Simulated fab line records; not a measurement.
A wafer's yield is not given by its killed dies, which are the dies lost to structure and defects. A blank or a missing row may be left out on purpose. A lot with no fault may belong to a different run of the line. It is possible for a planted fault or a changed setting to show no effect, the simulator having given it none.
fab line records ; flow sky130
[record] lots = 14; wafers = 42; last_day = 51
route steps=708 shown FIELD_ISO@16 NWELL@73
lots that met no fault: taken from a fault-free run of the same line
start_h: start of the lot's first displayed wafer, in hours after the record's first day ; wait_h: hours elapsed since this lot's preceding step ; " repeats the value in the row above ; L1.1+2: a row that stands for several wafers ; - either no value or no given start ; * or withheld: withheld ; < > ~ a bound
route shown NAME@n: NAME is a module with steps in the file, n the number in the route of the first one ; usual: mean/standard deviation taken from wafers without a fault ; same: alike in all rows ; chamber/n: place in a boat ; sites: the reading at each site ; _std_site: their standard deviation ; _edge_site: mean of outer sites minus mean of inner sites ; radius_mm: how far each site lies from the wafer's centre ; mask NAME#n: copy n ; behind: the last tool/chamber to shape the wafer ; hold: the reason the lot was held/the length of the hold in hours/how it ended ; device: names the non-switching transistor (n, p or np) ; end of line: tests run on the same wafers once the route is complete ; step lacking rows: just its recipe ; killed: count of dies lost to structure and defects at first sort (not the wafer's yield) ; map: dies across one wafer; x = killed, . = not, _ = none there
set.NAME: the setting that was run; set.NAME@STEP: the one run at that earlier step ; model.NAME: the simulator's own value behind a step, which no gauge read
a sample of lots followed through the steps of the route, with each step as a table and each wafer as a row
services: when a tool's chamber went out of use (start_h, in hours from the record's first day, below 0 if earlier), for how many hours, and the reason
[[steps]]
[step SKY_FIELD_ISO_ETCH_15]
[recipe] chemistry = CHF3/O2; target_depth_nm = 180; stop_on = Si; source_w = 600; bias_w = 200; pressure_mtorr = 40; chf3_flow_sccm = 50; O2_flow_sccm = 5; time_s = 72
[usual] drypump_motor_current_A = 5.8/0.52; oes_product_au = 0.947/0.0066; throttle_valve_pct = 8.845/0.0089
lot.wafer;tool;chamber;start_h;wait_h;drypump_motor_current_A;oes_product_au;rf_hours_counter_h;throttle_valve_pct
L882.1;rie_diel-01;2;38.73;0.0;5.9;0.954;124;8.851
L882.4;rie_diel-01;1;38.73;0.0;5.5;0.942;75;8.843
L882.6;rie_diel-01;2;38.73;0.0;5.9;0.949;-;8.838
L886.3;rie_diel-04;3;56.08;0.0;4.7;0.950;11;8.835
L886.5;rie_diel-04;2;56.08;0.0;6.2;0.954;-;8.861
L886.6;rie_diel-04;1;56.08;0.0;4.9;0.943;-;8.828
L887.2;rie_diel-04;2;59.74;0.0;6.1;0.945;138;8.866
L887.4;rie_diel-04;3;59.74;0.0;4.8;0.934;11;8.829
L887.5;rie_diel-04;1;59.74;0.0;4.9;0.934;-;8.839
L889.2;rie_diel-02;3;71.35;0.0;6.0;0.948;101;8.844
L889.5;rie_diel-02;0;71.35;0.0;6.2;0.945;-;8.852
L889.6;rie_diel-02;1;71.35;0.0;5.5;0.952;-;8.843
L890.2;rie_diel-01;3;75.65;0.0;5.6;0.936;129;8.856
L890.4;rie_diel-01;2;75.65;0.0;5.9;0.945;-;8.840
L890.6;rie_diel-01;0;75.65;0.0;6.7;0.945;-;8.856
L892.1;rie_diel-01;2;87.70;0.0;5.9;0.945;125;8.842
L892.4;rie_diel-01;1;87.70;0.0;5.5;0.949;76;8.861
L892.5;rie_diel-01;0;87.70;0.0;6.7;0.956;-;8.840
L895.3;rie_diel-01;3;102.45;0.0;5.6;0.945;130;8.849
L895.4;rie_diel-01;0;102.45;0.0;6.7;0.942;38;8.856
L895.5;rie_diel-01;1;102.45;0.0;5.5;0.950;-;8.843
L897.3;rie_diel-02;0;116.24;0.0;6.2;0.953;146;8.856
L897.4;rie_diel-02;3;116.24;0.0;6.0;0.956;102;8.858
L897.5;rie_diel-02;1;116.24;0.0;5.5;0.945;-;8.858
L898.1;rie_diel-02;0;120.03;0.0;6.2;0.944;146;8.830
L898.3;rie_diel-02;1;120.03;0.0;5.5;0.939;39;8.838
L898.6;rie_diel-02;0;120.03;0.0;6.1;0.934;-;8.841
L899.1;rie_diel-04;3;124.14;0.0;4.7;0.944;13;8.838
L899.5;rie_diel-04;2;124.14;0.0;6.2;0.952;-;8.847
L899.6;rie_diel-04;0;124.14;0.0;5.7;0.940;-;8.857
L901.2;rie_diel-04;2;134.03;0.0;6.2;0.947;139;8.847
L901.3;rie_diel-04;0;134.03;0.0;5.7;0.947;1;8.846
L901.4;rie_diel-04;3;134.03;0.0;4.8;0.950;13;8.847
L902.1;rie_diel-01;0;139.48;0.0;6.7;0.955;39;8.844
L902.4;rie_diel-01;0;139.48;0.0;6.7;0.948;-;8.838
L902.5;rie_diel-01;1;139.48;0.0;5.5;0.947;-;8.861
L903.1;rie_diel-02;3;143.23;0.0;6.0;0.950;103;8.840
L903.4;rie_diel-02;1;143.23;0.0;5.5;0.947;40;8.866
L903.6;rie_diel-02;1;143.23;0.0;5.5;0.942;-;8.855
L904.1;rie_diel-01;2;148.94;0.0;5.9;0.943;127;8.851
L904.3;rie_diel-01;1;148.94;0.0;5.5;0.942;78;8.844
L904.4;rie_diel-01;2;148.94;0.0;5.9;0.948;-;8.846
[step SKY_FIELD_ISO_ETCH_17]
[recipe] target_depth_a = 3420; mask_material = Si3N4; chemistry = HBr/Cl2/O2; target = Si; taper_deg = 5; icp_w = 600; bias_w = 150; pressure_mtorr = 15; HBr_flow_sccm = 150; Cl2_flow_sccm = 40; O2_flow_sccm = 6; time_s = 97.7
[usual] drypump_motor_current_A = 5.7/0.47; mfc_cl2_sccm = 40.02/0.13; oes_product_au = 1.004/0.015; throttle_valve_pct = 25.655/0.014
lot.wafer;tool;chamber;start_h;wait_h;drypump_motor_current_A;mfc_cl2_sccm;oes_product_au;rf_hours_counter_h;throttle_valve_pct
L882.1;rie_si-01;0;38.89;0.1;5.8;40.13;0.985;117;25.658
L882.4;rie_si-01;1;38.89;0.1;5.4;40.10;1.006;130;25.664
L882.6;rie_si-01;1;38.89;0.1;5.4;40.27;1.008;-;25.656
L886.3;rie_si-02;0;56.24;0.0;5.4;39.92;0.987;3;25.665
L886.5;rie_si-02;2;56.24;0.0;4.9;39.73;0.994;-;25.689
L886.6;rie_si-02;0;56.24;0.0;5.4;39.95;0.978;-;25.677
L887.2;rie_si-02;0;59.90;0.1;5.4;40.16;0.984;3;25.673
L887.4;rie_si-02;1;59.90;0.1;5.8;39.93;1.030;18;25.638
L887.5;rie_si-02;2;59.90;0.1;4.9;40.06;0.998;-;25.667
L889.2;rie_si-02;2;71.50;0.1;4.9;39.92;1.004;98;25.662
L889.5;rie_si-02;1;71.50;0.1;5.9;39.87;1.025;-;25.641
L889.6;rie_si-02;0;71.50;0.1;5.4;39.91;0.992;-;25.648
L890.2;rie_si-01;0;75.80;0.1;5.8;40.24;0.986;118;25.667
L890.4;rie_si-01;3;75.80;0.1;6.4;39.92;1.027;1;25.642
L890.6;rie_si-01;2;75.80;0.1;6.2;40.18;0.998;-;25.672
L892.1;rie_si-02;2;87.85;0.1;4.9;40.05;1.009;98;25.665
L892.4;rie_si-02;2;87.85;0.1;4.9;40.05;0.995;-;25.661
L892.5;rie_si-02;0;87.85;0.1;5.4;40.12;0.996;-;25.654
L895.3;rie_si-01;3;102.60;0.0;6.4;40.20;1.019;1;25.644
L895.4;rie_si-01;2;102.60;0.0;6.2;40.15;0.992;139;25.651
L895.5;rie_si-01;2;102.60;0.0;6.2;40.20;1.001;-;25.664
L897.3;rie_si-01;3;116.40;0.0;6.4;39.97;1.025;1;25.620
L897.4;rie_si-01;0;116.40;0.0;5.8;39.95;0.988;118;25.652
L897.5;rie_si-01;0;116.40;0.0;5.8;40.01;0.990;-;25.662
L898.1;rie_si-02;2;120.19;0.1;4.9;40.09;0.994;98;25.670
L898.3;rie_si-02;0;120.19;0.1;5.4;40.21;0.992;4;25.667
L898.6;rie_si-02;3;120.19;0.1;6.0;39.92;1.014;-;25.673
L899.1;rie_si-01;3;124.30;0.1;6.4;40.04;1.029;1;25.633
L899.5;rie_si-01;1;124.30;0.1;5.4;39.97;1.016;-;25.638
L899.6;rie_si-01;2;124.30;0.1;6.2;39.89;0.998;-;25.668
L901.2;rie_si-02;3;134.19;0.1;6.0;40.12;1.007;0;25.655
L901.3;rie_si-02;1;134.19;0.1;5.8;40.12;1.020;18;25.657
L901.4;rie_si-02;2;134.19;0.1;4.9;40.34;0.982;98;25.650
L902.1;rie_si-01;1;139.64;0.1;5.4;40.07;1.007;131;25.644
L902.4;rie_si-01;1;139.64;0.1;5.4;40.09;1.011;-;25.655
L902.5;rie_si-01;3;139.64;0.1;6.4;39.96;1.019;-;25.641
L903.1;rie_si-02;2;143.39;0.1;4.9;40.05;0.992;98;25.658
L903.4;rie_si-02;3;143.39;0.1;6.0;40.17;1.004;0;25.658
L903.6;rie_si-02;3;143.39;0.1;6.0;40.40;1.000;-;25.670
L904.1;rie_si-01;0;149.10;0.1;5.8;40.02;0.990;118;25.652
L904.3;rie_si-01;2;149.10;0.1;6.2;40.13;1.002;0;25.657
L904.4;rie_si-01;1;149.10;0.1;5.4;40.00;0.999;131;25.656
[step SKY_NWELL_EXPOSE_20]
[recipe] mask_id = NWM_COMPLEMENT; na = 0.6; source_shape = conventional; sigma_outer = 0.6; polarization = unpolarized; target_cd_nm = 840; dose_mj = 260
[usual] exposure_dose_mJ_cm2 = 259.93/0.24; focus_offset_nm = 0.1/0.48; stage_vel_mm_s = 500.04/0.24
lot.wafer;tool;chamber;start_h;wait_h;mask;exposure_dose_mJ_cm2;focus_offset_nm;stage_vel_mm_s
L882.1;iline_stepper-01;0;107.05;-;NWM_COMPLEMENT#0;259.91;-0.7;499.46
L882.4;iline_stepper-01;0;107.05;-;NWM_COMPLEMENT#0;259.84;-0.3;500.28
L882.6;iline_stepper-01;0;107.05;-;NWM_COMPLEMENT#0;259.79;-1.1;499.70
L886.3;iline_stepper-01;0;127.61;-;NWM_COMPLEMENT#0;260.28;0.0;500.18
L886.5;iline_stepper-01;0;127.61;-;NWM_COMPLEMENT#0;259.99;0.1;500.08
L886.6;iline_stepper-01;0;127.61;-;NWM_COMPLEMENT#0;259.88;0.1;500.24
L887.2;iline_stepper-01;0;133.88;-;NWM_COMPLEMENT#0;260.08;0.0;500.03
L887.4;iline_stepper-01;0;133.88;-;NWM_COMPLEMENT#0;259.88;0.3;500.36
L887.5;iline_stepper-01;0;133.88;-;NWM_COMPLEMENT#0;259.98;-0.5;500.29
L889.2;iline_stepper-01;-;147.77;-;NWM_COMPLEMENT#0;-;-;-
L889.5;iline_stepper-01;-;147.77;-;NWM_COMPLEMENT#0;-;-;-
L889.6;iline_stepper-01;-;147.77;-;NWM_COMPLEMENT#0;-;-;-
L890.2;iline_stepper-02;-;154.13;-;NWM_COMPLEMENT#0;-;-;-
L890.4;iline_stepper-02;-;154.13;-;NWM_COMPLEMENT#0;-;-;-
L890.6;iline_stepper-02;-;154.13;-;NWM_COMPLEMENT#0;-;-;-
L892.1;iline_stepper-01;0;165.44;-;NWM_COMPLEMENT#0;259.73;0.0;499.86
L892.4;iline_stepper-01;0;165.44;-;NWM_COMPLEMENT#0;259.73;0.0;500.23
L892.5;iline_stepper-01;0;165.44;-;NWM_COMPLEMENT#0;260.32;-0.5;500.02
L895.3;iline_stepper-01;0;184.50;-;NWM_COMPLEMENT#0;260.27;0.7;500.19
L895.4;iline_stepper-01;0;184.50;-;NWM_COMPLEMENT#0;259.71;0.2;500.10
L895.5;iline_stepper-01;0;184.50;-;NWM_COMPLEMENT#0;260.17;0.3;500.07
L897.3;iline_stepper-02;0;197.32;-;NWM_COMPLEMENT#0;260.18;0.4;499.90
L897.4;iline_stepper-02;0;197.32;-;NWM_COMPLEMENT#0;259.84;-0.4;500.17
L897.5;iline_stepper-02;0;197.32;-;NWM_COMPLEMENT#0;260.32;0.4;499.90
L898.1;iline_stepper-02;0;202.66;-;NWM_COMPLEMENT#0;259.74;0.0;499.90
L898.3;iline_stepper-02;0;202.66;-;NWM_COMPLEMENT#0;260.08;0.0;500.28
L898.6;iline_stepper-02;0;202.66;-;NWM_COMPLEMENT#0;259.65;0.3;500.16
L899.1;iline_stepper-01;0;207.74;-;NWM_COMPLEMENT#0;260.10;0.2;500.34
L899.5;iline_stepper-01;0;207.74;-;NWM_COMPLEMENT#0;260.19;0.2;500.26
L899.6;iline_stepper-01;0;207.74;-;NWM_COMPLEMENT#0;259.84;0.4;500.37
L901.2;iline_stepper-02;0;218.90;-;NWM_COMPLEMENT#0;259.67;-0.4;500.42
L901.3;iline_stepper-02;0;218.90;-;NWM_COMPLEMENT#0;260.01;0.0;499.97
L901.4;iline_stepper-02;0;218.90;-;NWM_COMPLEMENT#0;259.88;0.0;500.52
L902.1;iline_stepper-02;0;223.07;-;NWM_COMPLEMENT#0;259.92;-1.1;499.92
L902.4;iline_stepper-02;0;223.07;-;NWM_COMPLEMENT#0;260.31;-0.7;499.73
L902.5;iline_stepper-02;0;223.07;-;NWM_COMPLEMENT#0;260.33;-1.0;499.57
L903.1;iline_stepper-02;0;229.03;-;NWM_COMPLEMENT#0;259.80;0.2;500.09
L903.4;iline_stepper-02;0;229.03;-;NWM_COMPLEMENT#0;259.94;0.4;499.70
L903.6;iline_stepper-02;0;229.03;-;NWM_COMPLEMENT#0;259.92;-0.1;500.16
L904.1;iline_stepper-02;0;233.67;-;NWM_COMPLEMENT#0;260.09;0.3;500.24
L904.3;iline_stepper-02;0;233.67;-;NWM_COMPLEMENT#0;260.41;-0.3;500.21
L904.4;iline_stepper-02;0;233.67;-;NWM_COMPLEMENT#0;260.05;-0.1;500.52
[step SKY_NWELL_RTA_28]
[recipe] temp_c = 1050; time_s = 30; idle_temp_c = 650; ramp_up_c_per_s = 150; ramp_down_c_per_s = 90; ambient = N2
[usual] lamp_power_pct = 25.31/0.053; wafer_temp_C_max = 1054.8/1
lot.wafer;tool;chamber;start_h;wait_h;lamp_power_pct;wafer_temp_C_max
L882.1;rtp_anneal-01;0;116.13;0.0;25.29;1053.8
L882.4;rtp_anneal-01;0;116.13;0.0;25.33;1054.7
L882.6;rtp_anneal-01;0;116.13;0.0;25.30;1053.2
L886.3;rtp_anneal-02;0;137.99;0.1;25.27;1055.0
L886.5;rtp_anneal-02;0;137.99;0.1;25.28;1053.2
L886.6;rtp_anneal-02;0;137.99;0.1;25.25;1055.1
L887.2;rtp_anneal-01;0;143.99;0.0;25.30;1054.7
L887.4;rtp_anneal-01;0;143.99;0.0;25.23;1054.2
L887.5;rtp_anneal-01;0;143.99;0.0;25.37;1054.9
L889.2;rtp_anneal-01;0;158.38;0.0;25.25;1055.4
L889.5;rtp_anneal-01;0;158.38;0.0;25.28;1054.7
L889.6;rtp_anneal-01;0;158.38;0.0;25.31;1055.4
L890.2;rtp_anneal-02;0;164.77;0.0;25.29;1054.9
L890.4;rtp_anneal-02;0;164.77;0.0;25.27;1053.9
L890.6;rtp_anneal-02;0;164.77;0.0;25.31;1053.8
L892.1;rtp_anneal-01;0;175.73;0.0;25.30;1053.5
L892.4;rtp_anneal-01;0;175.73;0.0;25.35;1054.4
L892.5;rtp_anneal-01;0;175.73;0.0;25.29;1053.9
L895.3;rtp_anneal-01;0;195.80;0.0;25.28;1054.6
L895.4;rtp_anneal-01;0;195.80;0.0;25.30;1054.0
L895.5;rtp_anneal-01;0;195.80;0.0;25.28;1054.1
L897.3;rtp_anneal-02;0;208.74;0.0;25.27;1053.7
L897.4;rtp_anneal-02;0;208.74;0.0;25.30;1053.9
L897.5;rtp_anneal-02;0;208.74;0.0;25.29;1056.1
L898.1;rtp_anneal-02;0;214.67;0.0;25.37;1055.9
L898.3;rtp_anneal-02;0;214.67;0.0;25.32;1055.2
L898.6;rtp_anneal-02;0;214.67;0.0;25.26;1055.6
L899.1;rtp_anneal-01;0;219.87;0.0;25.28;1054.5
L899.5;rtp_anneal-01;0;219.87;0.0;25.31;1053.4
L899.6;rtp_anneal-01;0;219.87;0.0;25.25;1053.3
L901.2;rtp_anneal-01;0;230.44;0.0;25.31;1055.0
L901.3;rtp_anneal-01;0;230.44;0.0;25.30;1055.5
L901.4;rtp_anneal-01;0;230.44;0.0;25.42;1053.8
L902.1;rtp_anneal-01;0;235.04;0.0;25.27;1054.1
L902.4;rtp_anneal-01;0;235.04;0.0;25.29;1054.8
L902.5;rtp_anneal-01;0;235.04;0.0;25.29;1055.7
L903.1;rtp_anneal-02;0;241.03;0.0;25.33;1055.9
L903.4;rtp_anneal-02;0;241.03;0.0;25.30;1055.6
L903.6;rtp_anneal-02;0;241.03;0.0;25.40;1054.4
L904.1;rtp_anneal-01;0;245.82;0.0;25.33;1054.3
L904.3;rtp_anneal-01;0;245.82;0.0;25.38;1056.2
L904.4;rtp_anneal-01;0;245.82;0.0;25.29;1054.4
[[services]]
tool;chamber;start_h;hours;kind
iline_stepper-02;-;15.98;2.2;repair
iline_stepper-01;-;45.14;2.1;pm
rtp_anneal-01;-;46.47;6.9;pm
iline_stepper-01;-;47.23;-;consumable_replace:lamp
rie_diel-01;3;57.62;8.1;repair
iline_stepper-01;-;59.18;1.7;pm
rtp_anneal-02;-;60.09;5.1;pm
rie_diel-01;1;71.40;4.8;repair
iline_stepper-02;-;71.82;11.1;repair
rie_diel-04;2;96.21;9.9;repair
rie_diel-04;3;97.28;7.6;repair
rie_diel-01;3;102.64;91.0;repair
rie_si-01;1;146.51;1.8;repair
rie_si-02;2;151.33;7.0;repair
rie_si-01;1;174.59;2.8;repair
rie_diel-04;-;177.32;14.6;pm
rie_diel-02;0;186.50;52.2;repair
rie_si-01;0;198.72;32.7;repair
rie_si-01;-;210.61;0.4;repair
rie_diel-04;1;217.22;15.5;repair
rie_si-01;3;228.41;1.6;repair
iline_stepper-01;-;232.37;30.8;repair
rie_diel-04;2;237.42;4.7;repair
rie_diel-02;3;239.69;4.7;repair
[[key]]
[first_sign] step = SKY_NWELL_EXPOSE_20; reading = tool_record; direction = missing
effect none on later readings
met_at SKY_NWELL_EXPOSE_20
struck_lots L889,L890
rows_end L890.2,L890.4,L890.6
sort_left_out L889.2,L889.5,L889.6
tester_left_out L889
not_acting_at SKY_FIELD_ISO_ETCH_15,SKY_FIELD_ISO_ETCH_17,SKY_NWELL_RTA_28
onset_between 133.88 147.77
[fault] kind = skipped_step_whole; tool = iline_stepper-01,iline_stepper-02; chamber = -; onset_h = 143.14; steps = SKY_NWELL_EXPOSE_20; scope = struck_lots_only
// tester_left_out: of these lots the tester's yield and bins aren't shown, on N5 and GAA mostly nor the transistor test; their killed dies are dies lost to structure and defects alone, not to doping, threshold or leakage, so they don't give the yield
// sort_left_out: the simulated sort isn't trusted on such a fault, so these wafers' sort isn't shown, and their yield isn't known
// rows_end: these wafers met a further fault down the route, and their rows from its step on are left out
